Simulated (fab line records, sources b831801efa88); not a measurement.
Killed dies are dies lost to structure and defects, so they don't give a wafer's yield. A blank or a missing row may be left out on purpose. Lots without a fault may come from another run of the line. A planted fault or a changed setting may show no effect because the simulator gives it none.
Tool commonality check | flow gf180mcu | 13 lots, 39 wafers sampled

WHY IT WAS OPENED
At GF_POLY_GATE_CD_MEAS_10 the reading cd_nm is flagged on 1 of 13 lots. Wafers without a fault read 280.2 nm, standard deviation 1.1.
Rule: a lot is flagged when every wafer of it that has a number lies more than 4 standard deviations from that mean, or none has a number. The other lots count as sound.

lot  | measured     | on        | cd_nm (nm), wafer by wafer | flag
L812 | day 9 04:52  | cd_sem-01 | 281.6 282.2 281.0          |
L813 | day 9 12:39  | cd_sem-01 | 279.8 279.8 279.6          |
L816 | day 10 11:11 | cd_sem-01 | 279.5 279.8 279.9          |
L817 | day 10 17:11 | cd_sem-01 | 276.5 280.1 277.8          |
L818 | day 10 21:49 | cd_sem-01 | 279.4 279.9 279.8          |
L825 | day 13 19:02 | cd_sem-02 | 265.4 265.7 265.4          | FLAGGED
L828 | day 14 08:44 | cd_sem-01 | 282.0 282.1 281.2          |
L829 | day 14 22:42 | cd_sem-02 | 279.6 279.3 281.5          |
L832 | day 15 06:21 | cd_sem-02 | 280.7 279.9 280.5          |
L831 | day 15 06:44 | cd_sem-01 | 281.1 280.0 281.4          |
L833 | day 15 11:40 | cd_sem-02 | 280.9 280.9 279.7          |
L834 | day 16 03:43 | cd_sem-01 | 280.2 280.9 281.8          |
L835 | day 16 07:20 | cd_sem-02 | 279.6 278.8 279.9          |
The numbers of the flagged lots are 265.5 nm on average: -14.7 nm against the usual, or -13 standard deviations.

WHICH TOOL RAN EACH LOT
The record holds 1 process step before the reading, out of a route of 602 steps. In each cell: the tool, then ch and the chambers that the sampled wafers went through, then the start.
lot  | flag    | GF_POLY_GATE_EXPOSE_07
L812 |         | krf_scanner-02 ch 0, day 8 20:23
L813 |         | krf_scanner-02 ch 0, day 9 04:29
L816 |         | krf_scanner-01 ch 0, day 10 02:19
L817 |         | krf_scanner-02 ch 0, day 10 08:13
L818 |         | krf_scanner-02 ch 0, day 10 12:42
L825 | FLAGGED | krf_scanner-01 ch 0, day 13 09:26
L828 |         | krf_scanner-02 ch 0, day 13 22:33
L829 |         | krf_scanner-01 ch 0, day 14 12:29
L832 |         | krf_scanner-01 ch 0, day 14 19:02
L831 |         | krf_scanner-02 ch 0, day 14 19:19
L833 |         | krf_scanner-01 ch 0, day 15 01:38
L834 |         | krf_scanner-01 ch 0, day 15 16:22
L835 |         | krf_scanner-02 ch 0, day 15 20:34
What these steps do:
- GF_POLY_GATE_EXPOSE_07: exposes mask Poly2, target cd 280 nm.
- GF_POLY_GATE_CD_MEAS_10: target cd 280 nm.

FLAGGED OVER TOTAL, TOOL BY TOOL (the gauges that took the reading come last)
step                    | tool           | lots run | flagged | share of the flagged lots | sound lots run after its first flagged lot
GF_POLY_GATE_EXPOSE_07  | krf_scanner-01 | 6        | 1       | all                       | 4 (L829,L832,L833,L834)
GF_POLY_GATE_EXPOSE_07  | krf_scanner-02 | 7        | 0       | none                      | -
GF_POLY_GATE_CD_MEAS_10 | cd_sem-01      | 8        | 0       | none                      | -
GF_POLY_GATE_CD_MEAS_10 | cd_sem-02      | 5        | 1       | all                       | 4 (L829,L832,L833,L835)

WHAT THE TABLE ALLOWS
2 rows of the table ran every flagged lot: krf_scanner-01 at GF_POLY_GATE_EXPOSE_07, cd_sem-02 at GF_POLY_GATE_CD_MEAS_10.
- krf_scanner-01 at GF_POLY_GATE_EXPOSE_07: 1 of its 6 lots flagged. Sound lots ran on it after the first flagged one (L829, L832, L833, L834), which a lasting fault on the whole tool wouldn't allow.
- cd_sem-02 at GF_POLY_GATE_CD_MEAS_10: 1 of its 5 lots flagged. Sound lots ran on it after the first flagged one (L829, L832, L833, L835), which a lasting fault on the whole tool wouldn't allow.
No row of the table ran every flagged lot and no sound lot after the first.

WHAT THE SIMULATOR HAD PUT IN
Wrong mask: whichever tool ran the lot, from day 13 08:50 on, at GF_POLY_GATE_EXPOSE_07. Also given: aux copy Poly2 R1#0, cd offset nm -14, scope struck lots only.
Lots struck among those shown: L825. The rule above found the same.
